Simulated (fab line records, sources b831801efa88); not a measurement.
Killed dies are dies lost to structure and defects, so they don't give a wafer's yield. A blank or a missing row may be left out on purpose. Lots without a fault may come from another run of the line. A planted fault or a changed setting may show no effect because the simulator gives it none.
Which tool did it? | flow sky130 | 11 lots, 33 wafers sampled, at 6 steps of a route of 708

WHAT THE GAUGES READ, wafer by wafer
SKY_LDD_LDN_TW_MEAS_13. Usual: LDD_LDN_TW 1486, standard deviation 8.2.
lot  | measured     | on            | LDD_LDN_TW     | flag
L842 | day 23 08:41 | film_metro-01 | 1482 1479 1485 |
L843 | day 23 15:40 | film_metro-01 | 1489 1481 1486 |
L844 | day 23 20:34 | film_metro-02 | 1498 1499 1498 |
L845 | day 25 00:22 | film_metro-01 | 1476 1482 1476 |
L848 | day 25 19:42 | film_metro-04 | 1497 1490 1494 |
L847 | day 25 22:33 | film_metro-04 | 1487 1492 1497 |
L849 | day 26 05:50 | film_metro-04 | 1485 1489 1485 |
L850 | day 26 06:44 | film_metro-04 | 1493 1482 1489 |
L859 | day 29 05:43 | film_metro-04 | 1491 1488 1487 |
L863 | day 30 17:10 | film_metro-01 | 1482 1479 1468 |
L864 | day 30 19:47 | film_metro-01 | 1473 1476 1479 |

SKY_SD_P_TW_MEAS_11. Usual: SD_P_TW 2840, standard deviation 16.
lot  | measured     | on            | SD_P_TW        | flag
L842 | day 26 01:29 | film_metro-03 | 2877 2884 2874 |
L843 | day 26 04:54 | film_metro-02 | 2863 2858 2857 |
L844 | day 26 09:08 | film_metro-01 | 2841 2844 2841 |
L845 | day 27 13:53 | film_metro-02 | 2863 2846 2853 |
L848 | day 28 06:32 | film_metro-01 | 2824 2836 2839 |
L847 | day 28 08:43 | film_metro-02 | 2854 2848 2857 |
L849 | day 28 16:32 | film_metro-01 | 2833 2834 2833 |
L850 | day 28 18:14 | film_metro-02 | 2839 2845 2833 |
L859 | day 31 16:32 | film_metro-02 | 2835 2819 2833 |
L863 | day 33 02:11 | film_metro-02 | 2844 2840 2851 |
L864 | day 33 04:19 | film_metro-02 | 2860 2855 2835 |

SKY_CONTACT_RS_MEAS_25: measures by four-point-probe. Usual: CONTACT_W_RS 0.337 ohm/sq, standard deviation 0.0032.
lot  | measured     | on            | CONTACT_W_RS (ohm/sq)               | flag
L842 | day 32 01:40 | film_metro-02 | 0.340 0.340 0.336                   |
L843 | day 32 07:24 | film_metro-01 | 0.340 0.340 0.337                   |
L844 | day 32 10:25 | film_metro-01 | 0.338 0.341 0.338                   |
L845 | day 33 14:20 | film_metro-01 | 0.340 0.333 0.340                   |
L848 | day 34 05:08 | film_metro-04 | 0.337 0.335 0.338                   |
L847 | day 34 06:46 | film_metro-01 | 0.336 0.337 0.337                   |
L849 | day 34 14:10 | film_metro-04 | 0.339 0.335 0.337                   |
L850 | day 34 16:18 | film_metro-04 | 0.334 0.340 0.335                   |
L859 | day 37 12:13 | film_metro-04 | 0.414 0.415 0.338 0.414 0.416 0.338 | OFF
L863 | day 38 19:12 | film_metro-04 | 0.332 0.331 0.334                   |
L864 | day 38 21:18 | film_metro-02 | 0.333 0.335 0.338                   |

SKY_CONTACT_THK_MEAS_26: measures by xrf. Usual: CONTACT_W_THK 343 nm, standard deviation 3.7.
lot  | measured     | on            | CONTACT_W_THK (nm)      | flag
L842 | day 32 01:47 | film_metro-02 | 344 343 347             |
L843 | day 32 07:30 | film_metro-01 | 340 343 344             |
L844 | day 32 10:30 | film_metro-01 | 344 339 341             |
L845 | day 33 14:26 | film_metro-01 | 336 345 338             |
L848 | day 34 05:14 | film_metro-04 | 343 343 338             |
L847 | day 34 06:53 | film_metro-01 | 344 343 343             |
L849 | day 34 14:17 | film_metro-04 | 339 344 340             |
L850 | day 34 16:24 | film_metro-04 | 344 340 344             |
L859 | day 37 16:53 | film_metro-04 | 277 276 339 279 277 341 | OFF
L863 | day 38 19:19 | film_metro-04 | 347 348 347             |
L864 | day 38 21:25 | film_metro-02 | 350 349 347             |

WHICH TOOL RAN EACH LOT (tool, then ch and the chambers of the sampled wafers, then the start)
lot  | SKY_SD_P_STRIP_10                    | SKY_CONTACT_CVD_24
L842 | plasma_asher-01 ch 0,1, day 26 01:23 | cvd_w-02 ch 0,1, day 32 01:33
L843 | plasma_asher-01 ch 0,1, day 26 04:49 | cvd_w-02 ch 0,1, day 32 07:17
L844 | plasma_asher-02 ch 0,1, day 26 09:02 | cvd_w-02 ch 0,1, day 32 10:17
L845 | plasma_asher-01 ch 0,1, day 27 13:47 | cvd_w-02 ch 0,1, day 33 14:13
L848 | plasma_asher-02 ch 0,1, day 28 06:26 | cvd_w-01 ch 0,1, day 34 05:00
L847 | plasma_asher-04 ch 0,1, day 28 08:37 | cvd_w-01 ch 0,1, day 34 06:38
L849 | plasma_asher-04 ch 0,1, day 28 16:26 | cvd_w-01 ch 0,1, day 34 14:03
L850 | plasma_asher-04 ch 0,1, day 28 18:08 | cvd_w-02 ch 0,1, day 34 16:11
L859 | plasma_asher-04 ch 0,1, day 31 16:26 | cvd_w-01 ch 0,1, day 37 12:07
L863 | plasma_asher-02 ch 0,1, day 33 02:05 | cvd_w-02 ch 0,1, day 38 19:05
L864 | plasma_asher-04 ch 0,1, day 33 04:13 | cvd_w-02 ch 0,1, day 38 21:11
- SKY_SD_P_STRIP_10: strips in O2/N2.
- SKY_CONTACT_CVD_24: deposits W, target thk 340 nm, time 102.12 s.

WHAT THE TOOLS THEMSELVES READ (means of the sampled wafers that have a number; where no wafer has one, the mark that the record gives instead)
SKY_SD_P_STRIP_10. Usual: drypump_motor_current_A 5.44 A, standard deviation 0.3; oes_product_au 0.617 a.u., standard deviation 0.0045; strip_time_to_endpoint_s 17.49 s, standard deviation 0.042.
lot  | tool            | drypump_motor_current_A (A) | oes_product_au (a.u.) | strip_time_to_endpoint_s (s) | flag
L842 | plasma_asher-01 | 5.28                        | 0.621                 | 17.47                        |
L843 | plasma_asher-01 | 5.28                        | 0.618                 | 17.47                        |
L844 | plasma_asher-02 | 5.37                        | 0.614                 | 17.44                        |
L845 | plasma_asher-01 | 5.28                        | 0.615                 | 17.51                        |
L848 | plasma_asher-02 | 5.37                        | 0.617                 | 17.50                        |
L847 | plasma_asher-04 | 5.77                        | 0.613                 | 17.56                        |
L849 | plasma_asher-04 | 5.70                        | 0.620                 | 17.53                        |
L850 | plasma_asher-04 | 5.70                        | 0.615                 | 17.49                        |
L859 | plasma_asher-04 | 5.72                        | 0.617                 | 17.44                        |
L863 | plasma_asher-02 | 5.37                        | 0.616                 | 17.54                        |
L864 | plasma_asher-04 | 5.69                        | 0.619                 | 17.43                        |

SKY_CONTACT_CVD_24. Usual: heater_power_w 967 W, standard deviation 86; susceptor_temp_C 399.96 C, standard deviation 0.21.
lot  | tool     | heater_power_w (W) | susceptor_temp_C (C) | flag
L842 | cvd_w-02 | 895                | 400.07               |
L843 | cvd_w-02 | 880                | 399.95               |
L844 | cvd_w-02 | 873                | 399.80               |
L845 | cvd_w-02 | 883                | 399.87               |
L848 | cvd_w-01 | 1038               | 399.88               |
L847 | cvd_w-01 | 989                | 399.92               |
L849 | cvd_w-01 | 1030               | 400.06               |
L850 | cvd_w-02 | 875                | 400.07               |
L859 | cvd_w-01 | 1017               | 399.97               |
L863 | cvd_w-02 | 875                | 400.12               |
L864 | cvd_w-02 | 884                | 400.08               |

THE ANSWER, worked out from the rows above alone
Rule: a lot is off if the mean of its wafers that have a number lies more than 3 standard deviations from the usual mean. A lot without any number at a reading at which 4 lots or more have one is off too. The other lots that the step has rows for count as sound. The gauges are gone through in route order, then the tools' own readings, and for those a lot's mean is taken as printed above. The first step at which some lot is off is used, and at that step the reading that is off furthest; a lot without a number counts as furthest.
Off: L859, at SKY_CONTACT_RS_MEAS_25 (CONTACT_W_RS).
A tool fits if, at a process step before that reading, it ran every lot that is off, and no sound lot after the first of them. The gauges at SKY_CONTACT_RS_MEAS_25 are tried like those tools. One fits: cvd_w-01 at SKY_CONTACT_CVD_24. Its last sound lot is L849 (day 34 14:03), its first lot that is off L859 (day 37 12:07): a fault that began between those two fits.

WHAT THE SIMULATOR HAD PUT IN
Process parameter drift: cvd_w-01, from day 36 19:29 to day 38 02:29, at SKY_CONTACT_CVD_24. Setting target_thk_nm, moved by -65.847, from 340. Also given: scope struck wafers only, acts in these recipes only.
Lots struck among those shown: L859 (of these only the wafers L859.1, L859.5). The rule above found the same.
